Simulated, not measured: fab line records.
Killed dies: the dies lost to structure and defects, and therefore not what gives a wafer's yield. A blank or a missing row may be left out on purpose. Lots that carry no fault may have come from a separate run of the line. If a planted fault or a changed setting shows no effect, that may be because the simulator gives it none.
fab line records + flow sky130 + part 2 of 2: steps 31 to 41 of 41
record
- lots=5
- wafers=15
- last_day=50
route steps=708 shown POLY_GATE@219 LDD_N@237 LDD_P@255
lots that met no fault: taken from a fault-free run of the same line
start_h: the number of hours between the record's first day and the start of the first shown wafer of the lot + wait_h: how many hours have passed since the lot's step before this one + " repeats the value in the row above + L1.1+2: a row that stands for several wafers + - no value, or no start was given + * or withheld: withheld + < > ~ a bound
route shown NAME@n: names a module that has steps shown in the file, with the first one's number in the route + usual: mean/standard deviation of fault-free wafers + same: alike in all rows + chamber/n: place in a boat + sites: each site's reading + _std_site: the values' standard deviation + _edge_site: mean of outer sites minus mean of inner sites + radius_mm: for every site, how far away it sits from the centre of the wafer + mask NAME#n: copy n + behind: the last tool/chamber to shape the wafer + hold: why the lot was held/for how many hours/how that ended + device: the n, p or np transistor that did not switch + end of line: the tests these same wafers got at the end of their route + for a step that has no rows: nothing shown but its recipe + killed: dies lost to structure and defects at the first sort, not the wafer's yield + map: a wafer's dies, x killed, . not, _ none there
set.NAME: the setting the step ran with; set.NAME@STEP: the setting that earlier step ran with + model.NAME: the simulator's own value behind a step, which no gauge read
a table for each step, a row for each wafer; lots at some steps of the route
services: a tool's chamber out of use, with start hour (start_h, from the record's first day; less than 0 if before it), hours out, and reason
## steps
# step SKY_LDD_N_IMPLANT_12
# recipe
- species=BF2
- energy_kev=50
- dose_cm2=5e+12
- tilt_deg=30
- rotation_deg=0
# usual
- dose_ions_cm2=5e+12/5.5e+09
| lot.wafer | tool         | chamber | start_h | wait_h | dose_ions_cm2 |
|-----------|--------------|---------|---------|--------|---------------|
| L082.2    | implanter-04 | 0       | 478.56  | 0.1    | 5e+12         |
| L082.3    | "            | 0       | "       | "      | 4.998e+12     |
| L082.6    | "            | 0       | "       | "      | 5e+12         |
| L084.1    | implanter-01 | 0       | 491.56  | 0.1    | 4.999e+12     |
| L084.5    | "            | 0       | "       | "      | 5.002e+12     |
| L084.6    | "            | 0       | "       | "      | 4.995e+12     |
| L086.1    | implanter-01 | 0       | 507.26  | 0.1    | 4.994e+12     |
| L086.4    | "            | 0       | "       | "      | 4.997e+12     |
| L086.6    | "            | 0       | "       | "      | 5.002e+12     |
| L090.1    | implanter-04 | 0       | 547.66  | 0.1    | 5.001e+12     |
| L090.4    | "            | 0       | "       | "      | 4.998e+12     |
| L090.6    | "            | 0       | "       | "      | 4.991e+12     |
| L096.1    | implanter-01 | 0       | 629.21  | 0.1    | 4.992e+12     |
| L096.2    | "            | 0       | "       | "      | 4.996e+12     |
| L096.4    | "            | 0       | "       | "      | 5.002e+12     |
# step SKY_LDD_N_IMPLANT_13
# recipe
- species=BF2
- energy_kev=50
- dose_cm2=5e+12
- tilt_deg=30
- rotation_deg=90
# usual
- dose_ions_cm2=5e+12/4.8e+09
| lot.wafer | tool         | chamber | start_h | wait_h | dose_ions_cm2 |
|-----------|--------------|---------|---------|--------|---------------|
| L082.2    | implanter-04 | 0       | 478.71  | 0.1    | 5.004e+12     |
| L082.3    | "            | 0       | "       | "      | 4.997e+12     |
| L082.6    | "            | 0       | "       | "      | 5.012e+12     |
| L084.1    | implanter-01 | 0       | 491.71  | 0.1    | 5.009e+12     |
| L084.5    | "            | 0       | "       | "      | 5.006e+12     |
| L084.6    | "            | 0       | "       | "      | 5.002e+12     |
| L086.1    | implanter-01 | 0       | 507.41  | 0.1    | 5e+12         |
| L086.4    | "            | 0       | "       | "      | 4.999e+12     |
| L086.6    | "            | 0       | "       | "      | 4.999e+12     |
| L090.1    | implanter-04 | 0       | 547.81  | 0.1    | 5.004e+12     |
| L090.4    | "            | 0       | "       | "      | 5.003e+12     |
| L090.6    | "            | 0       | "       | "      | 4.997e+12     |
| L096.1    | implanter-01 | 0       | 629.36  | 0.1    | 4.995e+12     |
| L096.2    | "            | 0       | "       | "      | 5.001e+12     |
| L096.4    | "            | 0       | "       | "      | 5.001e+12     |
# step SKY_LDD_N_IMPLANT_14
# recipe
- species=BF2
- energy_kev=50
- dose_cm2=5e+12
- tilt_deg=30
- rotation_deg=180
# usual
- dose_ions_cm2=4.999e+12/5.2e+09
| lot.wafer | tool         | chamber | start_h | wait_h | dose_ions_cm2 |
|-----------|--------------|---------|---------|--------|---------------|
| L082.2    | implanter-04 | 0       | 478.86  | 0.1    | 4.995e+12     |
| L082.3    | "            | 0       | "       | "      | 4.991e+12     |
| L082.6    | "            | 0       | "       | "      | 4.997e+12     |
| L084.1    | implanter-01 | 0       | 491.86  | 0.1    | 5.006e+12     |
| L084.5    | "            | 0       | "       | "      | 5.001e+12     |
| L084.6    | "            | 0       | "       | "      | 4.991e+12     |
| L086.1    | implanter-01 | 0       | 507.56  | 0.1    | 4.992e+12     |
| L086.4    | "            | 0       | "       | "      | 5.009e+12     |
| L086.6    | "            | 0       | "       | "      | 5.006e+12     |
| L090.1    | implanter-04 | 0       | 547.96  | 0.1    | 5.002e+12     |
| L090.4    | "            | 0       | "       | "      | 4.992e+12     |
| L090.6    | "            | 0       | "       | "      | 4.992e+12     |
| L096.1    | implanter-01 | 0       | 629.51  | 0.1    | 4.994e+12     |
| L096.2    | "            | 0       | "       | "      | 5.003e+12     |
| L096.4    | "            | 0       | "       | "      | 5.003e+12     |
# step SKY_LDD_N_IMPLANT_15
# recipe
- species=BF2
- energy_kev=50
- dose_cm2=5e+12
- tilt_deg=30
- rotation_deg=270
# usual
- dose_ions_cm2=4.999e+12/5.3e+09
| lot.wafer | tool         | chamber | start_h | wait_h | dose_ions_cm2 |
|-----------|--------------|---------|---------|--------|---------------|
| L082.2    | implanter-04 | 0       | 479.01  | 0.1    | 4.994e+12     |
| L082.3    | "            | 0       | "       | "      | 4.999e+12     |
| L082.6    | "            | 0       | "       | "      | 4.996e+12     |
| L084.1    | implanter-01 | 0       | 492.01  | 0.1    | 4.994e+12     |
| L084.5    | "            | 0       | "       | "      | 4.992e+12     |
| L084.6    | "            | 0       | "       | "      | 4.999e+12     |
| L086.1    | implanter-01 | 0       | 507.71  | 0.1    | 4.997e+12     |
| L086.4    | "            | 0       | "       | "      | 5e+12         |
| L086.6    | "            | 0       | "       | "      | 5.009e+12     |
| L090.1    | implanter-04 | 0       | 548.11  | 0.1    | 4.995e+12     |
| L090.4    | "            | 0       | "       | "      | 4.993e+12     |
| L090.6    | "            | 0       | "       | "      | 5.003e+12     |
| L096.1    | implanter-01 | 0       | 629.66  | 0.1    | 4.997e+12     |
| L096.2    | "            | 0       | "       | "      | 5.003e+12     |
| L096.4    | "            | 0       | "       | "      | 5.007e+12     |
# step SKY_LDD_N_STRIP_16
# recipe
- chemistry=O2/N2
- power_w=1400
- pressure_mtorr=1500
- platen_temp_c=withheld
- o2_flow_sccm=3000
- n2_flow_sccm=300
- overash_fraction=0.5
# usual
- drypump_motor_current_A=5.8/0.36
- oes_product_au=0.406/0.0046
- strip_time_to_endpoint_s=4.314/0.015
# same
- overash_fraction=0.5
| lot.wafer | tool            | chamber | start_h | wait_h | drypump_motor_current_A | oes_product_au | rf_hours_counter_h | strip_time_to_endpoint_s |
|-----------|-----------------|---------|---------|--------|-------------------------|----------------|--------------------|--------------------------|
| L082.2    | plasma_asher-01 | 0       | 479.14  | 0.1    | 6.2                     | 0.403          | 65                 | 4.297                    |
| L082.3    | "               | 0       | "       | "      | 6.2                     | 0.403          | -                  | 4.309                    |
| L082.6    | "               | 1       | "       | "      | 5.6                     | 0.403          | -                  | 4.290                    |
| L084.1    | plasma_asher-01 | 1       | 492.16  | 0.1    | 5.5                     | 0.409          | 66                 | 4.314                    |
| L084.5    | "               | 1       | "       | "      | 5.6                     | 0.411          | -                  | 4.316                    |
| L084.6    | "               | 0       | "       | "      | 6.2                     | 0.402          | -                  | 4.324                    |
| L086.1    | plasma_asher-01 | 1       | 507.86  | 0.1    | 5.6                     | 0.407          | 68                 | 4.308                    |
| L086.4    | "               | 1       | "       | "      | 5.6                     | 0.412          | -                  | 4.292                    |
| L086.6    | "               | 1       | "       | "      | 5.6                     | 0.411          | -                  | 4.306                    |
| L090.1    | plasma_asher-04 | 1       | 548.26  | 0.1    | 4.9                     | 0.401          | 12                 | 4.308                    |
| L090.4    | "               | 1       | "       | "      | 4.9                     | 0.406          | -                  | 4.305                    |
| L090.6    | "               | 1       | "       | "      | 4.9                     | 0.395          | -                  | 4.297                    |
| L096.1    | plasma_asher-01 | 1       | 629.81  | 0.1    | 5.6                     | 0.409          | 78                 | 4.317                    |
| L096.2    | "               | 0       | "       | "      | 6.2                     | 0.402          | 78                 | 4.320                    |
| L096.4    | "               | 1       | "       | "      | 5.5                     | 0.409          | -                  | 4.304                    |
# step SKY_LDD_N_TW_MEAS_17
# usual
- LDD_N_TW=2574/18
| lot.wafer | tool          | chamber | start_h | wait_h | LDD_N_TW |
|-----------|---------------|---------|---------|--------|----------|
| L082.2    | film_metro-02 | -       | 479.25  | 0.1    | 2577     |
| L082.3    | "             | -       | "       | "      | 2576     |
| L082.6    | "             | -       | "       | "      | 2579     |
| L084.1    | film_metro-03 | -       | 492.26  | 0.1    | 2589     |
| L084.5    | "             | -       | "       | "      | 2598     |
| L084.6    | "             | -       | "       | "      | 2586     |
| L086.1    | film_metro-01 | -       | 507.96  | 0.1    | 2540     |
| L086.4    | "             | -       | "       | "      | 2539     |
| L086.6    | "             | -       | "       | "      | 2559     |
| L090.1    | film_metro-03 | -       | 548.36  | 0.1    | 2590     |
| L090.4    | "             | -       | "       | "      | 2567     |
| L090.6    | "             | -       | "       | "      | 2576     |
| L096.1    | film_metro-02 | -       | 629.91  | 0.1    | 2577     |
| L096.2    | "             | -       | "       | "      | 2578     |
| L096.4    | "             | -       | "       | "      | 2581     |
# step SKY_LDD_P_DEHYDRATE_00
# recipe
- temp_c=200
- time_s=60
| lot.wafer  | tool           | chamber | start_h | wait_h |
|------------|----------------|---------|---------|--------|
| L082.2+3+6 | litho_track-02 | 0       | 493.46  | 14.2   |
| L084.1+5+6 | litho_track-01 | 0       | 507.25  | 15.0   |
| L086.1+4+6 | litho_track-01 | 0       | 522.00  | 14.0   |
| L090.1+4+6 | litho_track-01 | 0       | 562.15  | 13.8   |
| L096.1+2+4 | litho_track-04 | 0       | 643.29  | 13.4   |
# step SKY_LDD_P_HMDS_01
# recipe
- prime_time_s=60
- prime_temp_c=120
| lot.wafer  | tool           | chamber | start_h | wait_h |
|------------|----------------|---------|---------|--------|
| L082.2+3+6 | litho_track-02 | 0       | 493.61  | 0.1    |
| L084.1+5+6 | litho_track-01 | 0       | 507.40  | 0.1    |
| L086.1+4+6 | litho_track-01 | 0       | 522.15  | 0.1    |
| L090.1+4+6 | litho_track-01 | 0       | 562.30  | 0.1    |
| L096.1+2+4 | litho_track-04 | 0       | 643.44  | 0.1    |
# step SKY_LDD_P_COAT_02
# recipe
- resist=NOVOLAK
- spin_rpm=3000
- resist_thk_nm=1140
| lot.wafer  | tool           | chamber | start_h | wait_h |
|------------|----------------|---------|---------|--------|
| L082.2+3+6 | litho_track-02 | 0       | 493.76  | 0.1    |
| L084.1+5+6 | litho_track-01 | 0       | 507.55  | 0.1    |
| L086.1+4+6 | litho_track-01 | 0       | 522.30  | 0.1    |
| L090.1+4+6 | litho_track-01 | 0       | 562.45  | 0.1    |
| L096.1+2+4 | litho_track-04 | 0       | 643.59  | 0.1    |
# step SKY_LDD_P_SOFTBAKE_03
# recipe
- temp_c=90
- time_s=60
- resist=NOVOLAK
| lot.wafer  | tool           | chamber | start_h | wait_h |
|------------|----------------|---------|---------|--------|
| L082.2+3+6 | litho_track-02 | 0       | 493.91  | 0.1    |
| L084.1+5+6 | litho_track-01 | 0       | 507.70  | 0.1    |
| L086.1+4+6 | litho_track-01 | 0       | 522.45  | 0.1    |
| L090.1+4+6 | litho_track-01 | 0       | 562.60  | 0.1    |
| L096.1+2+4 | litho_track-04 | 0       | 643.74  | 0.1    |
# step SKY_LDD_P_EXPOSE_04
# recipe
- mask_id=PSDM
- na=0.6
- source_shape=conventional
- sigma_outer=0.6
- polarization=unpolarized
- target_cd_nm=380
- dose_mj=138
| lot.wafer  | tool             | chamber | start_h | wait_h | mask   |
|------------|------------------|---------|---------|--------|--------|
| L082.2+3+6 | iline_stepper-01 | 0       | -       | -      | PSDM#0 |
| L084.1+5+6 | iline_stepper-02 | 0       | -       | -      | PSDM#0 |
| L086.1+4+6 | iline_stepper-02 | 0       | -       | -      | PSDM#0 |
| L090.1+4+6 | iline_stepper-01 | 0       | -       | -      | PSDM#0 |
| L096.1+2+4 | iline_stepper-02 | 0       | -       | -      | PSDM#0 |
## services
| tool             | chamber | start_h | hours | kind   |
|------------------|---------|---------|-------|--------|
| iline_stepper-02 | -       | 404.45  | 15.9  | repair |
| krf_scanner-02   | -       | 410.67  | 0.2   | repair |
| implanter-04     | -       | 416.25  | 11.3  | repair |
| krf_scanner-02   | -       | 440.60  | 0.2   | repair |
| implanter-01     | -       | 444.01  | 6.0   | pm     |
| iline_stepper-02 | -       | 446.39  | 1.7   | pm     |
| krf_scanner-02   | -       | 451.14  | 0.8   | pm     |
| krf_scanner-02   | -       | 456.88  | 1.0   | pm     |
| implanter-04     | -       | 470.08  | 1.6   | repair |
| rie_diel-01      | 0       | 477.66  | 2.9   | repair |
| rie_diel-02      | -       | 478.68  | 2.8   | pm     |
| iline_stepper-01 | -       | 500.47  | 1.7   | pm     |
| implanter-04     | -       | 510.79  | 1.9   | repair |
| rie_diel-01      | -       | 519.38  | 28.1  | pm     |
| implanter-04     | -       | 529.70  | 10.4  | repair |
| krf_scanner-02   | -       | 540.15  | 4.4   | pm     |
| krf_scanner-02   | -       | 555.30  | 0.8   | pm     |
| krf_scanner-02   | -       | 557.41  | 0.4   | repair |
| rie_diel-02      | -       | 557.79  | 0.4   | repair |
| rie_diel-01      | -       | 563.39  | 2.8   | pm     |
| iline_stepper-01 | -       | 567.09  | 4.4   | repair |
| implanter-01     | -       | 579.22  | 4.1   | pm     |
| implanter-01     | -       | 616.98  | 1.4   | repair |
| implanter-04     | -       | 638.15  | 3.9   | pm     |
